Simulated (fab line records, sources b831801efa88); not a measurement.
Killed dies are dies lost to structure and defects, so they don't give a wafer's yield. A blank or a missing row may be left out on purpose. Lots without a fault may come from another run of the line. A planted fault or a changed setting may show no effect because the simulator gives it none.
Which tool did it? | flow gf180mcu | 13 lots, 38 wafers sampled, at 5 steps of a route of 602

WHAT THE GAUGES READ, wafer by wafer
GF_PSD_RS_MEAS_14: measures by four-point-probe. Usual: NSD_RS 46.12 ohm/sq, standard deviation 0.086.
lot  | measured     | on            | NSD_RS (ohm/sq)   | flag
L896 | day 14 06:10 | film_metro-03 | 46.19 46.04 46.12 |
L897 | day 14 15:15 | film_metro-03 | 46.09 46.14 46.22 |
L898 | day 14 23:31 | film_metro-04 | 46.12 45.99 46.07 |
L899 | day 15 07:01 | film_metro-04 | 45.95 46.10 45.93 |
L900 | day 15 16:19 | film_metro-03 | 46.29 46.14 46.16 |
L901 | day 16 02:22 | film_metro-01 | 45.97 46.09 46.00 |
L902 | day 16 04:55 | film_metro-01 | 46.29 46.29 46.14 |
L906 | day 17 18:40 | film_metro-04 | 46.17 39.74       | OFF
L913 | day 20 01:17 | film_metro-03 | 46.18 46.20 46.25 |
L916 | day 21 09:43 | film_metro-04 | 46.07 46.02 46.04 |
L917 | day 21 15:25 | film_metro-04 | 46.25 46.16 46.17 |
L918 | day 21 21:31 | film_metro-04 | 46.12 46.07 46.33 |
L919 | day 22 05:49 | film_metro-03 | 46.06 46.06 46.08 |

GF_PSD_RS_MEAS_15: measures by four-point-probe. Usual: PSD_RS 108.54 ohm/sq, standard deviation 0.3.
lot  | measured     | on            | PSD_RS (ohm/sq)      | flag
L896 | day 14 06:17 | film_metro-03 | 108.59 108.56 108.62 |
L897 | day 14 15:22 | film_metro-03 | 108.42 108.17 108.30 |
L898 | day 14 23:38 | film_metro-04 | 108.50 108.13 108.27 |
L899 | day 15 07:08 | film_metro-04 | 108.46 108.40 107.92 |
L900 | day 15 16:26 | film_metro-03 | 109.29 109.25 109.01 |
L901 | day 16 02:29 | film_metro-01 | 108.42 108.53 108.40 |
L902 | day 16 05:02 | film_metro-01 | 108.81 108.76 108.73 |
L906 | day 17 18:47 | film_metro-04 | 108.86 96.73         | OFF
L913 | day 20 01:24 | film_metro-03 | 108.42 108.85 108.27 |
L916 | day 21 09:50 | film_metro-04 | 108.30 108.11 108.41 |
L917 | day 21 15:32 | film_metro-04 | 108.42 108.49 108.77 |
L918 | day 21 21:38 | film_metro-04 | 108.67 108.67 109.23 |
L919 | day 22 05:56 | film_metro-03 | 108.38 108.57 108.32 |

GF_V1_BOW_MEAS_05. Usual: V1_BOW 82 um, standard deviation 8.3.
lot  | measured     | on            | V1_BOW (um) | flag
L896 | day 17 02:11 | film_metro-02 | 75 82 78    |
L897 | day 17 14:25 | film_metro-02 | 84 93 82    |
L898 | day 17 22:21 | film_metro-01 | 86 89 95    |
L899 | day 18 06:44 | film_metro-03 | 71 77 77    |
L900 | day 18 17:53 | film_metro-01 | 70 85 77    |
L901 | day 19 03:47 | film_metro-03 | 77 65 77    |
L902 | day 19 07:08 | film_metro-01 | 88 89 106   |
L906 | day 20 22:36 | film_metro-03 | 78 85       |
L913 | day 23 04:44 | film_metro-02 | 70 89 85    |
L916 | day 24 10:53 | film_metro-03 | 81 72 81    |
L917 | day 24 17:14 | film_metro-02 | 90 93 93    |
L918 | day 24 22:26 | film_metro-01 | 74 89 75    |
L919 | day 25 08:02 | film_metro-01 | 79 75 84    |

GF_V3_THK_MEAS_01. Usual: V3_CVD_00_THK 601 nm, standard deviation 5.3.
lot  | measured     | on            | V3_CVD_00_THK (nm) | flag
L896 | day 21 07:27 | film_metro-03 | 601 606 596        |
L897 | day 21 19:23 | film_metro-03 | 604 594 600        |
L898 | day 22 03:07 | film_metro-01 | 599 598 593        |
L899 | day 22 12:03 | film_metro-02 | 591 596 599        |
L900 | day 22 23:23 | film_metro-02 | 594 600 600        |
L901 | day 23 07:16 | film_metro-03 | 606 604 605        |
L902 | day 23 11:40 | film_metro-02 | 604 601 612        |
L906 | day 25 01:41 | film_metro-02 | 605 597            |
L913 | day 27 00:55 | film_metro-03 | 600 596 598        |
L916 | day 28 04:12 | film_metro-03 | 597 599 601        |
L917 | day 28 09:06 | film_metro-03 | 603 601 606        |
L918 | day 28 13:44 | film_metro-03 | 610 606 607        |
L919 | day 28 21:18 | film_metro-02 | 595 600 596        |

WHICH TOOL RAN EACH LOT (tool, then ch and the chambers of the sampled wafers, then the start)
lot  | GF_PSD_RTA_13
L896 | rtp_anneal-02 ch 0, day 14 06:05
L897 | rtp_anneal-01 ch 0, day 14 15:10
L898 | rtp_anneal-02 ch 0, day 14 23:26
L899 | rtp_anneal-02 ch 0, day 15 06:56
L900 | rtp_anneal-01 ch 0, day 15 16:14
L901 | rtp_anneal-02 ch 0, day 16 02:17
L902 | rtp_anneal-02 ch 0, day 16 04:49
L906 | rtp_anneal-01 ch 0, day 17 18:34
L913 | rtp_anneal-02 ch 0, day 20 01:11
L916 | rtp_anneal-02 ch 0, day 21 09:38
L917 | rtp_anneal-01 ch 0, day 21 15:19
L918 | rtp_anneal-02 ch 0, day 21 21:26
L919 | rtp_anneal-02 ch 0, day 22 05:43
- GF_PSD_RTA_13: time 20 s.

WHAT THE TOOLS THEMSELVES READ (means of the sampled wafers that have a number; where no wafer has one, the mark that the record gives instead)
GF_PSD_RTA_13. Usual: lamp_power_pct 34.5 %, standard deviation 2.9; run_length_s 48.6 s, standard deviation 0.34; wafer_temp_C_max 1029.1, standard deviation 0.94.
lot  | tool          | lamp_power_pct (%) | run_length_s (s) | wafer_temp_C_max | flag
L896 | rtp_anneal-02 | 32.0               | 48.4             | 1029.1           |
L897 | rtp_anneal-01 | 38.0               | 48.9             | 1028.1           |
L898 | rtp_anneal-02 | 32.1               | 48.6             | 1029.1           |
L899 | rtp_anneal-02 | 32.1               | 48.3             | 1029.4           |
L900 | rtp_anneal-01 | 38.1               | 48.9             | 1028.2           |
L901 | rtp_anneal-02 | 32.1               | 48.4             | 1029.2           |
L902 | rtp_anneal-02 | 32.0               | 48.3             | 1029.8           |
L906 | rtp_anneal-01 | 38.0               | 70.3             | 1029.8           | OFF
L913 | rtp_anneal-02 | 32.0               | 48.2             | 1029.2           |
L916 | rtp_anneal-02 | 32.0               | 48.2             | 1030.2           |
L917 | rtp_anneal-01 | 38.0               | 48.9             | 1028.5           |
L918 | rtp_anneal-02 | 32.0               | 48.3             | 1028.4           |
L919 | rtp_anneal-02 | 32.1               | 48.4             | 1029.0           |

THE ANSWER, worked out from the rows above alone
Rule: a lot is off if the mean of its wafers that have a number lies more than 3 standard deviations from the usual mean. A lot without any number at a reading at which 4 lots or more have one is off too. The other lots that the step has rows for count as sound. The gauges are gone through in route order, then the tools' own readings, and for those a lot's mean is taken as printed above. The first step at which some lot is off is used, and at that step the reading that is off furthest; a lot without a number counts as furthest.
Off: L906, at GF_PSD_RS_MEAS_14 (NSD_RS).
A tool fits if, at a process step before that reading, it ran every lot that is off, and no sound lot after the first of them. The gauges at GF_PSD_RS_MEAS_14 aren't tried: what is off there is off at GF_PSD_RTA_13 too, on other tools, and a gauge's error can't cause that. None of those tried fits.

WHAT THE SIMULATOR HAD PUT IN
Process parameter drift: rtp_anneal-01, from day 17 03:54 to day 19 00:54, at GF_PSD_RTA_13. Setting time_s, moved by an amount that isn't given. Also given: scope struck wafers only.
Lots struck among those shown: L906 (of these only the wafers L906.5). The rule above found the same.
